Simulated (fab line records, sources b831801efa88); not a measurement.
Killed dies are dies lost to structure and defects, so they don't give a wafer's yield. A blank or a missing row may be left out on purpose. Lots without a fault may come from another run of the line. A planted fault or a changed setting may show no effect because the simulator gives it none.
Problem report in the 8D (eight disciplines) form, filled by code | flow gf180mcu | the parts of the form that need people (team, actions taken, sign-off) are left out

1. THE PROBLEM
rf_fwd_power_W at GF_V2_ETCH_16 reads a mean of 575.2 W on 6 wafers of 2 lots; wafers without a fault read 495.6 W with a standard deviation of 1.8. That is +44 standard deviations from the usual mean.
The step: etches BARC in N2/H2.
First seen on wafer L885.2, day 22 11:44, on rie_diel-01. The record holds 39 wafers of 13 lots with a number at this step. Rule for "out", or "out of limits": more than 4 standard deviations from the usual mean. The other wafers with a number count as sound.

2. WHAT IT IS AND WHAT IT IS NOT
question                    | is                     | is not
which readings at this step | rf_fwd_power_W         | chamber_pressure_mTorr, drypump_motor_current_A, oes_product_au
which lots                  | L885, L887             | L884, L890, L891, L892, L893, L895, L896, L898, L899, L900, L902
which wafers of those lots  | all that have a number | -
read on which tools         | rie_diel-01            | rie_diel-03, rie_diel-04
when                        | from day 22 11:44      | up to then (3 sound wafers); but 30 sound wafers of L890, L891, L892, L893, L895, L896, L898, L899, L900, L902 came after

3. SUSPECTS, AND WHAT RULES EACH OUT
Counting: a tool at a process step up to the reading stays a suspect if it ran every lot that is out and no sound lot after the first of them.
- rie_diel-01 at GF_V2_ETCH_16 (etches BARC in N2/H2): ruled out as a lasting fault. Sound lots L896 ran on it after its first lot that is out, L885 (day 22 11:44).
Left after counting: nothing in the record.

4. THE CAUSE (what the simulator had put in)
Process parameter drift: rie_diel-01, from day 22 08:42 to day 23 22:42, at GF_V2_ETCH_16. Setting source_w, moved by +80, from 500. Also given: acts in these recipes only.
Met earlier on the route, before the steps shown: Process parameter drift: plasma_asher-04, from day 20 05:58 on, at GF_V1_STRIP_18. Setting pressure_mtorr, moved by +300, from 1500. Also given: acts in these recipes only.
Counting ruled it out, wrongly.

5. THE CHAIN OF EFFECTS, in route order
Each row: a reading whose mean over the struck wafers that have a number lies more than 3 standard deviations from the usual. Only readings for which the record gives a usual standard deviation are gone through. hours: the time from each lot's start at the first step in this table that gives one to its start at this step, as a median over the lots. sigmas: the change in usual standard deviations.
hours | step          | reading        | usual   | on struck wafers | change | sigmas
0     | GF_V2_ETCH_16 | rf_fwd_power_W | 495.6 W | 575.2            | +79.6  | +44
The process steps in it:
- GF_V2_ETCH_16: etches BARC in N2/H2.
Later measuring or inspecting steps at which every struck wafer that the step has a row for has a number for every such reading, and none has moved that far: GF_M3_THK_MEAS_06.

6. WHAT WOULD HAVE CAUGHT IT SOONER
In this record the first reading out of limits was taken at day 22 11:44, 3 hours after the fault began at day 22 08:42.
